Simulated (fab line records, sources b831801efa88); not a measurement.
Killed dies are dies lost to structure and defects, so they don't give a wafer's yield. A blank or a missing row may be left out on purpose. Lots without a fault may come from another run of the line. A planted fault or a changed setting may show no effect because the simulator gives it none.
Tool commonality check | flow sky130 | 11 lots, 33 wafers sampled

WHY IT WAS OPENED
At SKY_SD_N_RS_MEAS_16 the reading SD_N_RS is flagged on 2 of 11 lots. Wafers without a fault read 68.63 ohm/sq, standard deviation 0.12.
Rule: a lot is flagged when every wafer of it that has a number lies more than 4 standard deviations from that mean, or none has a number. The other lots count as sound.

lot  | measured     | on            | SD_N_RS (ohm/sq), wafer by wafer | flag
L601 | day 28 17:01 | film_metro-04 | 68.63 68.72 68.58                |
L602 | day 29 04:25 | film_metro-04 | 68.57 68.69 68.72                |
L605 | day 30 06:10 | film_metro-03 | 68.50 68.50 68.56                |
L608 | day 31 06:44 | film_metro-04 | 68.91 68.94 69.00                |
L609 | day 31 14:08 | film_metro-04 | 68.69 68.81 68.70                |
L618 | day 34 11:43 | film_metro-04 | 68.51 68.65 68.71                |
L619 | day 34 14:05 | film_metro-04 | 73.78 73.86 73.83                | FLAGGED
L620 | day 34 20:13 | film_metro-01 | 73.74 73.90 73.71                | FLAGGED
L622 | day 35 15:44 | film_metro-01 | 68.75 68.64 68.78                |
L623 | day 35 17:26 | film_metro-03 | 68.69 68.67 68.59                |
L624 | day 35 20:26 | film_metro-03 | 68.55 68.58 68.42                |
The numbers of the flagged lots are 73.80 ohm/sq on average: +5.17 ohm/sq against the usual, or +43 standard deviations.

WHICH TOOL RAN EACH LOT
The record holds 3 process steps before the reading, out of a route of 708 steps. In each cell: the tool, then ch and the chambers that the sampled wafers went through, then the start.
lot  | flag    | SKY_LDD_HVP_STRIP_09                 | SKY_SD_N_IMPLANT_09             | SKY_SD_N_STRIP_11
L601 |         | plasma_asher-03 ch 0,1, day 22 05:15 | implanter-03 ch 0, day 28 16:21 | plasma_asher-03 ch 1, day 28 16:37
L602 |         | plasma_asher-02 ch 0,1, day 22 19:21 | implanter-02 ch 0, day 29 03:43 | plasma_asher-03 ch 0,1, day 29 04:01
L605 |         | plasma_asher-04 ch 0,1, day 23 20:26 | implanter-02 ch 0, day 30 05:28 | plasma_asher-01 ch 0,1, day 30 05:46
L608 |         | plasma_asher-04 ch 0,1, day 25 01:01 | implanter-02 ch 0, day 31 06:01 | plasma_asher-03 ch 0,1, day 31 06:18
L609 |         | plasma_asher-04 ch 0,1, day 25 09:21 | implanter-01 ch 0, day 31 13:27 | plasma_asher-02 ch 0,1, day 31 13:45
L618 |         | plasma_asher-02 ch 0,1, day 28 08:38 | implanter-01 ch 0, day 34 11:01 | plasma_asher-03 ch 0,1, day 34 11:19
L619 | FLAGGED | plasma_asher-04 ch 0,1, day 28 13:11 | implanter-02 ch 0, day 34 13:25 | plasma_asher-02 ch 0,1, day 34 13:42
L620 | FLAGGED | plasma_asher-04 ch 1, day 28 16:57   | implanter-02 ch 0, day 34 19:31 | plasma_asher-01 ch 0,1, day 34 19:49
L622 |         | plasma_asher-02 ch 0,1, day 29 17:39 | implanter-01 ch 0, day 35 15:03 | plasma_asher-03 ch 1, day 35 15:21
L623 |         | plasma_asher-03 ch 0,1, day 29 20:25 | implanter-03 ch 0, day 35 16:45 | plasma_asher-03 ch 0,1, day 35 17:02
L624 |         | plasma_asher-03 ch 0,1, day 29 23:02 | implanter-03 ch 0, day 35 19:45 | plasma_asher-01 ch 0,1, day 35 20:01
What these steps do:
- SKY_LDD_HVP_STRIP_09: strips in O2/N2.
- SKY_SD_N_IMPLANT_09
- SKY_SD_N_STRIP_11: strips in O2/N2.
- SKY_SD_N_RS_MEAS_16: measures by four-point-probe.

FLAGGED OVER TOTAL, TOOL BY TOOL (the gauges that took the reading come last)
step                 | tool            | lots run | flagged | share of the flagged lots | sound lots run after its first flagged lot
SKY_LDD_HVP_STRIP_09 | plasma_asher-02 | 3        | 0       | none                      | -
SKY_LDD_HVP_STRIP_09 | plasma_asher-03 | 3        | 0       | none                      | -
SKY_LDD_HVP_STRIP_09 | plasma_asher-04 | 5        | 2       | all                       | 0
SKY_SD_N_IMPLANT_09  | implanter-01    | 3        | 0       | none                      | -
SKY_SD_N_IMPLANT_09  | implanter-02    | 5        | 2       | all                       | 0
SKY_SD_N_IMPLANT_09  | implanter-03    | 3        | 0       | none                      | -
SKY_SD_N_STRIP_11    | plasma_asher-01 | 3        | 1       | some                      | 1 (L624)
SKY_SD_N_STRIP_11    | plasma_asher-02 | 2        | 1       | some                      | 0
SKY_SD_N_STRIP_11    | plasma_asher-03 | 6        | 0       | none                      | -
SKY_SD_N_RS_MEAS_16  | film_metro-01   | 2        | 1       | some                      | 1 (L622)
SKY_SD_N_RS_MEAS_16  | film_metro-03   | 3        | 0       | none                      | -
SKY_SD_N_RS_MEAS_16  | film_metro-04   | 6        | 1       | some                      | 0

WHAT THE TABLE ALLOWS
2 rows of the table ran every flagged lot: plasma_asher-04 at SKY_LDD_HVP_STRIP_09, implanter-02 at SKY_SD_N_IMPLANT_09.
- plasma_asher-04 at SKY_LDD_HVP_STRIP_09: 2 of its 5 lots flagged. Its last sound lot is L609 (day 25 09:21), its first flagged lot L619 (day 28 13:11): a fault that began between those two fits.
- implanter-02 at SKY_SD_N_IMPLANT_09: 2 of its 5 lots flagged. Its last sound lot is L608 (day 31 06:01), its first flagged lot L619 (day 34 13:25): a fault that began between those two fits. Its own readings lie more than 4 standard deviations out on every wafer of the flagged lots: beam_on_s, dose_ions_cm2.
Counting lots can't tell these 2 tools apart, because each fits a fault that began at some hour. More lots, or a look at what each step does to the wafer, might.

WHAT THE SIMULATOR HAD PUT IN
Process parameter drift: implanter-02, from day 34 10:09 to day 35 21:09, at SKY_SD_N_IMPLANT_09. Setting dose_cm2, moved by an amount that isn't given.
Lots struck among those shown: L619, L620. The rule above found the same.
